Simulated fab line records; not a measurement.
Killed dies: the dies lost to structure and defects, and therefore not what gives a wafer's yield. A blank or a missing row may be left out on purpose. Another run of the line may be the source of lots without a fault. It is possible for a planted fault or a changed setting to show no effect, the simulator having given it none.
What tool caused it? | flow gf180mcu | 24 lots, 72 wafers sampled, at 6 steps of a route of 602

== WHAT THE GAUGES SHOWED, per wafer ==
GF_CONTACT_THK_MEAS_01. Usual: CONTACT_CVD_00_THK gives 300 nm (standard deviation 3.2).
lot  | measured     | on            | CONTACT_CVD_00_THK (nm) | flag
L074 | day 15 05:38 | film_metro-04 | 297 295 296             |
L075 | day 16 02:22 | film_metro-04 | 297 300 302             |
L076 | day 16 03:31 | film_metro-01 | 304 303 304             |
L077 | day 16 07:46 | film_metro-04 | 294 299 294             |
L078 | day 16 22:32 | film_metro-01 | 303 297 299             |
L079 | day 17 10:33 | film_metro-02 | 305 304 305             |
L081 | day 17 21:32 | film_metro-01 | 295 298 293             |
L080 | day 17 21:41 | film_metro-02 | 301 303 299             |
L082 | day 18 06:01 | film_metro-01 | 299 296 304             |
L083 | day 18 15:09 | film_metro-04 | 303 299 300             |
L084 | day 18 21:23 | film_metro-04 | 300 303 303             |
L085 | day 19 04:06 | film_metro-01 | 305 304 305             |
L086 | day 19 11:17 | film_metro-01 | 299 297 303             |
L087 | day 19 20:16 | film_metro-04 | 306 300 297             |
L088 | day 20 08:45 | film_metro-01 | 305 302 301             |
L089 | day 20 12:35 | film_metro-04 | 305 304 303             |
L090 | day 20 22:52 | film_metro-01 | 302 301 296             |
L091 | day 21 09:02 | film_metro-02 | 296 295 299             |
L092 | day 21 12:16 | film_metro-01 | 303 301 300             |
L093 | day 21 18:14 | film_metro-02 | 296 296 302             |
L094 | day 22 05:15 | film_metro-02 | 297 303 299             |
L095 | day 22 16:05 | film_metro-01 | 303 299 300             |
L096 | day 22 19:45 | film_metro-02 | 300 302 296             |
L097 | day 23 00:41 | film_metro-04 | 299 299 296             |

GF_CONTACT_RS_MEAS_25: a four-point-probe measurement. Usual: CONTACT_W_RS gives 0.381 ohm/sq (standard deviation 0.0048).
lot  | measured     | on            | CONTACT_W_RS (ohm/sq) | flag
L074 | day 16 05:08 | film_metro-01 | 0.381 0.379 0.386     |
L075 | day 17 01:55 | film_metro-02 | 0.380 0.378 0.380     |
L076 | day 17 03:44 | film_metro-04 | 0.382 0.383 0.379     |
L077 | day 17 07:35 | film_metro-02 | 0.380 0.375 0.385     |
L078 | day 17 23:01 | film_metro-01 | 0.390 0.389 0.385     |
L079 | day 18 10:48 | film_metro-02 | 0.386 0.378 0.388     |
L081 | day 18 22:28 | film_metro-04 | 0.379 0.383 0.385     |
L080 | day 18 22:49 | film_metro-01 | 0.373 0.380 0.378     |
L082 | day 19 06:40 | film_metro-02 | 0.384 0.376 0.381     |
L083 | day 19 16:47 | film_metro-01 | 0.378 0.385 0.387     |
L084 | day 19 22:59 | film_metro-01 | 0.381 0.383 0.376     |
L085 | day 20 05:55 | film_metro-02 | 0.385 0.380 0.381     |
L086 | day 20 12:37 | film_metro-01 | 0.371 0.379 0.379     |
L087 | day 20 22:11 | film_metro-01 | 0.375 0.379 0.382     |
L088 | day 21 10:58 | film_metro-01 | 0.384 0.383 0.374     |
L089 | day 21 14:39 | film_metro-04 | 0.385 0.374 0.372     |
L090 | day 22 00:20 | film_metro-02 | 0.372 0.381 0.375     |
L091 | day 22 10:21 | film_metro-04 | 0.383 0.384 0.390     |
L092 | day 22 13:19 | film_metro-02 | 0.380 0.384 0.374     |
L093 | day 22 19:34 | film_metro-02 | 0.380 0.385 0.381     |
L094 | day 23 05:45 | film_metro-04 | 0.388 0.374 0.386     |
L095 | day 23 16:17 | film_metro-04 | 0.386 0.377 0.378     |
L096 | day 23 19:41 | film_metro-04 | 0.387 0.387 0.385     |
L097 | day 23 23:28 | film_metro-04 | 0.385 0.394 0.385     |

GF_M2_THK_MEAS_06: measures by xrf. Usual: M2_ALCU_THK gives 445 nm (standard deviation 5.6).
lot  | measured     | on            | M2_ALCU_THK (nm) | flag
L074 | day 18 07:13 | film_metro-04 | 447 444 446      |
L075 | day 19 04:35 | film_metro-03 | 444 446 446      |
L076 | day 19 06:04 | film_metro-03 | 449 449 450      |
L077 | day 19 10:40 | film_metro-04 | 447 443 442      |
L078 | day 20 03:25 | film_metro-04 | 443 440 440      |
L079 | day 20 15:25 | film_metro-04 | 450 450 450      |
L081 | day 21 02:32 | film_metro-03 | 443 446 450      |
L080 | day 21 03:11 | film_metro-03 | 450 437 441      |
L082 | day 21 11:02 | film_metro-03 | 442 445 441      |
L083 | day 21 19:59 | film_metro-03 | 456 451 456      |
L084 | day 22 03:05 | film_metro-03 | 448 447 457      |
L085 | day 22 09:23 | film_metro-03 | 446 440 439      |
L086 | day 22 16:16 | film_metro-04 | 439 441 446      |
L087 | day 23 00:44 | film_metro-02 | 448 447 447      |
L088 | day 23 12:50 | film_metro-02 | 441 444 442      |
L089 | day 23 16:01 | film_metro-03 | 450 438 444      |
L090 | day 24 01:22 | film_metro-04 | 464 453 453      |
L091 | day 24 11:16 | film_metro-04 | 453 443 446      |
L092 | day 24 14:35 | film_metro-03 | 455 450 444      |
L093 | day 24 20:05 | film_metro-02 | 436 449 439      |
L094 | day 25 05:50 | film_metro-03 | 440 442 447      |
L095 | day 25 15:30 | film_metro-03 | 430 434 436      |
L096 | day 25 18:37 | film_metro-03 | 435 443 440      |
L097 | day 25 22:29 | film_metro-02 | 441 448 449      |

GF_V2_BOW_MEAS_05. Usual: V2_BOW gives 101 um (standard deviation 8.4).
lot  | measured     | on            | V2_BOW (um) | flag
L074 | day 19 08:48 | film_metro-02 | 112 110 108 |
L075 | day 20 06:37 | film_metro-02 | 98 120 105  |
L076 | day 20 07:29 | film_metro-02 | 117 111 110 |
L077 | day 20 11:46 | film_metro-04 | 93 91 99    |
L078 | day 21 05:01 | film_metro-04 | 91 103 102  |
L079 | day 21 16:18 | film_metro-02 | 115 95 113  |
L081 | day 22 03:44 | film_metro-01 | 89 95 93    |
L080 | day 22 04:04 | film_metro-02 | 105 105 97  |
L082 | day 22 11:58 | film_metro-01 | 100 95 114  |
L083 | day 22 20:31 | film_metro-04 | 90 106 98   |
L084 | day 23 03:23 | film_metro-02 | 95 106 88   |
L085 | day 23 08:37 | film_metro-04 | 102 105 118 |
L086 | day 23 16:41 | film_metro-04 | 96 89 101   |
L087 | day 23 23:07 | film_metro-01 | 102 120 103 |
L088 | day 24 11:23 | film_metro-02 | 92 108 103  |
L089 | day 24 15:13 | film_metro-02 | 109 102 106 |
L090 | day 25 00:22 | film_metro-04 | 108 109 93  |
L091 | day 25 09:52 | film_metro-04 | 90 91 84    |
L092 | day 25 13:29 | film_metro-04 | 102 91 90   |
L093 | day 25 18:04 | film_metro-04 | 104 84 96   |
L094 | day 26 03:50 | film_metro-01 | 97 107 96   |
L095 | day 26 14:01 | film_metro-02 | 106 108 101 |
L096 | day 26 15:55 | film_metro-04 | 98 98 94    |
L097 | day 26 20:25 | film_metro-04 | 118 118 108 |

== WHAT TOOL EACH LOT RAN ON (gives the tool, then ch and the chambers of the sampled wafers, and finally the start) ==
lot  | GF_SALICIDE_RTA_06               | GF_V1_CMP_26
L074 | rtp_anneal-02 ch 0, day 15 05:15 | cmp-01 ch 1,2, day 18 06:37
L075 | rtp_anneal-01 ch 0, day 16 02:02 | cmp-02 ch 0,1, day 19 03:56
L076 | rtp_anneal-02 ch 0, day 16 03:11 | cmp-02 ch 0,1,2, day 19 05:32
L077 | rtp_anneal-02 ch 0, day 16 07:26 | cmp-01 ch 0,1,2, day 19 10:02
L078 | rtp_anneal-01 ch 0, day 16 22:12 | cmp-01 ch 0,1,3, day 20 02:47
L079 | rtp_anneal-01 ch 0, day 17 10:12 | cmp-01 ch 0,2,3, day 20 14:47
L081 | rtp_anneal-02 ch 0, day 17 21:13 | cmp-02 ch 1,2,3, day 21 01:53
L080 | rtp_anneal-01 ch 0, day 17 21:22 | cmp-01 ch 1,2, day 21 02:35
L082 | rtp_anneal-01 ch 0, day 18 05:40 | cmp-01 ch 1,2,3, day 21 10:22
L083 | rtp_anneal-02 ch 0, day 18 14:49 | cmp-02 ch 0,1,2, day 21 19:23
L084 | rtp_anneal-02 ch 0, day 18 21:02 | cmp-01 ch 0,1,3, day 22 02:30
L085 | rtp_anneal-01 ch 0, day 19 03:47 | cmp-02 ch 0,2,3, day 22 08:46
L086 | rtp_anneal-01 ch 0, day 19 10:57 | cmp-01 ch 0,1,2, day 22 15:44
L087 | rtp_anneal-01 ch 0, day 19 19:56 | cmp-01 ch 1,2, day 23 00:05
L088 | rtp_anneal-02 ch 0, day 20 08:25 | cmp-01 ch 0,3, day 23 12:10
L089 | rtp_anneal-01 ch 0, day 20 12:15 | cmp-02 ch 0,2,3, day 23 15:25
L090 | rtp_anneal-02 ch 0, day 20 22:31 | cmp-01 ch 0,2,3, day 24 00:44
L091 | rtp_anneal-01 ch 0, day 21 08:41 | cmp-01 ch 0,1, day 24 10:38
L092 | rtp_anneal-02 ch 0, day 21 11:56 | cmp-02 ch 0,2,3, day 24 14:01
L093 | rtp_anneal-02 ch 0, day 21 17:54 | cmp-01 ch 0,3, day 24 19:29
L094 | rtp_anneal-02 ch 0, day 22 04:55 | cmp-02 ch 0,2,3, day 25 05:14
L095 | rtp_anneal-02 ch 0, day 22 15:44 | cmp-01 ch 0,1,3, day 25 14:55
L096 | rtp_anneal-01 ch 0, day 22 19:24 | cmp-02 ch 0,1,3, day 25 17:59
L097 | rtp_anneal-02 ch 0, day 23 00:22 | cmp-02 ch 0,1, day 25 21:50
- GF_SALICIDE_RTA_06: time 30 s.
- GF_V1_CMP_26: polishes, stops on SiO2, t overpolish 15 s, target thk 0 nm.

== AS READ BY THE TOOLS THEMSELVES (means over the sampled wafers that have a number; for cases with no such wafer, the mark the record gives instead) ==
GF_SALICIDE_RTA_06. Usual: anneal_temp_c_max 532.0, standard deviation 0.43; chamber_o2_ppm 2.000, standard deviation 0.021; lamp_power_pct 6.04 %, standard deviation 0.27; wafer_temp_C_max 532.5, standard deviation 0.96.
lot  | tool          | anneal_temp_c_max | chamber_o2_ppm | lamp_power_pct (%) | wafer_temp_C_max | flag
L074 | rtp_anneal-02 | 532.0             | 2.004          | 6.29               | 532.0            |
L075 | rtp_anneal-01 | 532.3             | 2.004          | 5.75               | 534.0            |
L076 | rtp_anneal-02 | 531.5             | 1.968          | 6.29               | 531.6            |
L077 | rtp_anneal-02 | 531.9             | 2.014          | 6.29               | 532.3            |
L078 | rtp_anneal-01 | 531.8             | 2.001          | 5.75               | 533.5            |
L079 | rtp_anneal-01 | 531.6             | 2.019          | 5.76               | 533.1            |
L081 | rtp_anneal-02 | 532.5             | 2.017          | 6.28               | 531.8            |
L080 | rtp_anneal-01 | 531.9             | 1.999          | 5.75               | 533.3            |
L082 | rtp_anneal-01 | 531.8             | 1.987          | 5.75               | 533.7            |
L083 | rtp_anneal-02 | 531.9             | 2.018          | 6.28               | 531.9            |
L084 | rtp_anneal-02 | 532.0             | 2.025          | 6.28               | 531.8            |
L085 | rtp_anneal-01 | 531.8             | 1.996          | 5.75               | 533.1            |
L086 | rtp_anneal-01 | 532.4             | 1.994          | 5.75               | 534.0            |
L087 | rtp_anneal-01 | 531.7             | 1.986          | 5.75               | 533.0            |
L088 | rtp_anneal-02 | 532.4             | 2.010          | 6.28               | 531.3            |
L089 | rtp_anneal-01 | 531.6             | 1.983          | 5.75               | 533.1            |
L090 | rtp_anneal-02 | 532.1             | 1.999          | 6.28               | 532.3            |
L091 | rtp_anneal-01 | 532.0             | 2.029          | 5.75               | 532.8            |
L092 | rtp_anneal-02 | 532.1             | 2.001          | 6.28               | 531.7            |
L093 | rtp_anneal-02 | 531.9             | 1.998          | 6.28               | 531.6            |
L094 | rtp_anneal-02 | 532.3             | 2.012          | 6.28               | 531.2            |
L095 | rtp_anneal-02 | 532.1             | 1.985          | 6.29               | 532.3            |
L096 | rtp_anneal-01 | 531.9             | 1.985          | 5.75               | 533.7            |
L097 | rtp_anneal-02 | 532.3             | 1.976          | 6.28               | 531.9            |

GF_V1_CMP_26. Usual: edge_zone_pressure_frac 1.000, standard deviation 0.005; motor_current_A 10.8 A, standard deviation 1.3; overpolish_run_s 15.000 s, standard deviation 0.0097; retaining_ring_pressure_frac 1.000, standard deviation 0.0053; slurry_filter_dp_kPa 13.50 kPa, standard deviation 0.13; time_to_endpoint_s 84 s, standard deviation 3.1.
lot  | tool   | edge_zone_pressure_frac | motor_current_A (A) | overpolish_run_s (s) | retaining_ring_pressure_frac | slurry_filter_dp_kPa (kPa) | time_to_endpoint_s (s) | flag
L074 | cmp-01 | 0.995                   | 11.1                | 15.008               | 0.998                        | 13.50                      | 79                     |
L075 | cmp-02 | 1.004                   | 11.0                | 15.004               | 0.999                        | 13.57                      | 84                     |
L076 | cmp-02 | 1.003                   | 10.8                | 15.005               | 1.002                        | 13.27                      | 83                     |
L077 | cmp-01 | 1.001                   | 10.7                | 15.005               | 0.998                        | 13.49                      | 82                     |
L078 | cmp-01 | 1.001                   | 9.7                 | 14.997               | 0.995                        | 13.57                      | 78                     |
L079 | cmp-01 | 1.004                   | 10.5                | 14.986               | 1.002                        | 13.64                      | 87                     |
L081 | cmp-02 | 0.998                   | 11.6                | 14.998               | 0.999                        | 13.42                      | 84                     |
L080 | cmp-01 | 0.994                   | 10.2                | 15.004               | 1.000                        | 13.41                      | 85                     |
L082 | cmp-01 | 0.999                   | 10.4                | 15.000               | 0.999                        | 13.53                      | 83                     |
L083 | cmp-02 | 1.003                   | 10.9                | 15.006               | 1.000                        | 13.44                      | 81                     |
L084 | cmp-01 | 1.005                   | 9.8                 | 15.007               | 0.996                        | 13.51                      | 86                     |
L085 | cmp-02 | 0.998                   | 11.9                | 15.001               | 0.999                        | 13.52                      | 83                     |
L086 | cmp-01 | 1.000                   | 10.4                | 15.001               | 1.004                        | 13.53                      | 84                     |
L087 | cmp-01 | 0.998                   | 10.2                | 14.994               | 1.004                        | 13.48                      | 84                     |
L088 | cmp-01 | 0.995                   | 9.7                 | 15.005               | 0.999                        | 13.52                      | 85                     |
L089 | cmp-02 | 1.001                   | 12.4                | 15.009               | 1.006                        | 13.42                      | 85                     |
L090 | cmp-01 | 1.001                   | 10.3                | 14.997               | 1.000                        | 13.39                      | 82                     |
L091 | cmp-01 | 0.992                   | 9.9                 | 14.999               | 0.998                        | 13.45                      | 81                     |
L092 | cmp-02 | 0.996                   | 12.0                | 15.004               | 1.007                        | 13.51                      | 86                     |
L093 | cmp-01 | 1.001                   | 9.7                 | 14.996               | 0.999                        | 13.51                      | 82                     |
L094 | cmp-02 | 1.002                   | 12.2                | 15.002               | 0.999                        | 13.40                      | 84                     |
L095 | cmp-01 | 0.999                   | 9.9                 | 14.996               | 0.999                        | 13.43                      | 82                     |
L096 | cmp-02 | 0.998                   | 11.4                | 14.998               | 1.000                        | 13.49                      | 82                     |
L097 | cmp-02 | 1.004                   | 10.9                | 14.991               | 1.004                        | 13.49                      | 83                     |

== THE ANSWER, worked out from the rows above alone ==
Rule: take the mean of a lot's wafers that have a number; if it is more than 3 standard deviations from the usual mean, the lot is off. A lot without any number at a reading at which 4 lots or more have one is off too. All remaining lots with rows at the step are treated as sound. Order of review: gauges by route order, followed by the tools' own readings, for which a lot's mean as printed above is used. The first step at which some lot is off is used, and at that step the reading that is off furthest; a lot without a number counts as furthest.
Across all readings shown, no lot is off: no conclusion can be drawn from this.

== WHAT THE SIMULATOR HAD INSERTED ==
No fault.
